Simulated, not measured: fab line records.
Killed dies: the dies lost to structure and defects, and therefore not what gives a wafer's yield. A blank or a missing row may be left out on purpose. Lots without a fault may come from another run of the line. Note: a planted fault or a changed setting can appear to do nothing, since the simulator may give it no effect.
A single fault, viewed from 2 desks || flow sfq_line || each desk has only its own numbers; what lay behind them comes last

FOR THE TOOL OWNER'S DESK: litho_track-01
The tool's own readings at SFQ_TRILAYER_M0_LITHO_COAT_021 (resist thk 600 nm): means of the sampled wafers that have a number, for each lot that ran on this tool. If a lot's mean is further than 4 standard deviations from the usual mean, the lot is out of limits and carries the mark OUT (the distance appears in the brackets).
Columns: A = spin_speed_rpm at SFQ_TRILAYER_M0_LITHO_COAT_021, usual 3000.0 rpm
{"lot": "L750", "first seen here": "day 11 06:41", "A": "3340.6 (+99 or more) OUT"}
{"lot": "L751", "first seen here": "day 11 14:56", "A": "3341.8 (+99 or more) OUT"}
{"lot": "L760", "first seen here": "day 14 12:38", "A": 3000.1}
This desk's finding: out of limits on L750, L751; first on L750, day 11 06:41 (spin_speed_rpm at SFQ_TRILAYER_M0_LITHO_COAT_021). In limits: L760.

AT THE METROLOGY DESK
Lot by lot, what the gauges showed, no matter which tool ran the lot: averages of those sampled wafers that carry a number. If a lot's mean is further than 4 standard deviations from the usual mean, the lot is out of limits and carries the mark OUT (the distance appears in the brackets).
Columns: A = L0V_OVL at SFQ_L0V_OVL_MEAS_903, usual 4 nm; B = M0_NB_RS at SFQ_M0_RS_MEAS_904, usual 0.887 ohm/sq; C = M0_OVL at SFQ_M0_OVL_MEAS_906, usual -2 nm
{"lot": "L741", "first seen here": "day 8 07:11", "A": -3, "B": 0.896, "C": 2}
{"lot": "L750", "first seen here": "day 11 05:00", "A": 8, "B": 0.894, "C": 1}
{"lot": "L751", "first seen here": "day 11 13:24", "A": 5, "B": 0.906, "C": 2}
{"lot": "L760", "first seen here": "day 14 10:22", "A": 8, "B": 0.892, "C": 3}
{"lot": "L761", "first seen here": "day 14 15:47", "A": -1, "B": 0.885, "C": 0}
{"lot": "L763", "first seen here": "day 15 11:43", "A": 13, "B": 0.892, "C": -2}
Finding of this desk: none of the 6 lots has anything out of limits.

ALL TOGETHER
The tool owner's desk could have raised an alarm at day 11 06:41, on L750, L751.
Metrology desk: nothing out of limits seen.
The metrology desk holds a record of L750, L751, inside its limits.
On litho_track-01, each named lot ran SFQ_TRILAYER_M0_LITHO_COAT_021.

WHAT HAD BEEN PUT IN BY THE SIMULATOR
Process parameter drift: litho_track-01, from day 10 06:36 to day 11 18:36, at SFQ_TRILAYER_M0_LITHO_COAT_021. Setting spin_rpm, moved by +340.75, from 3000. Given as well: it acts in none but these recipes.
Shown lots that were struck: L750, L751.
Hours from the fault's start to each desk's first reading out of limits: the tool owner's desk, 24.
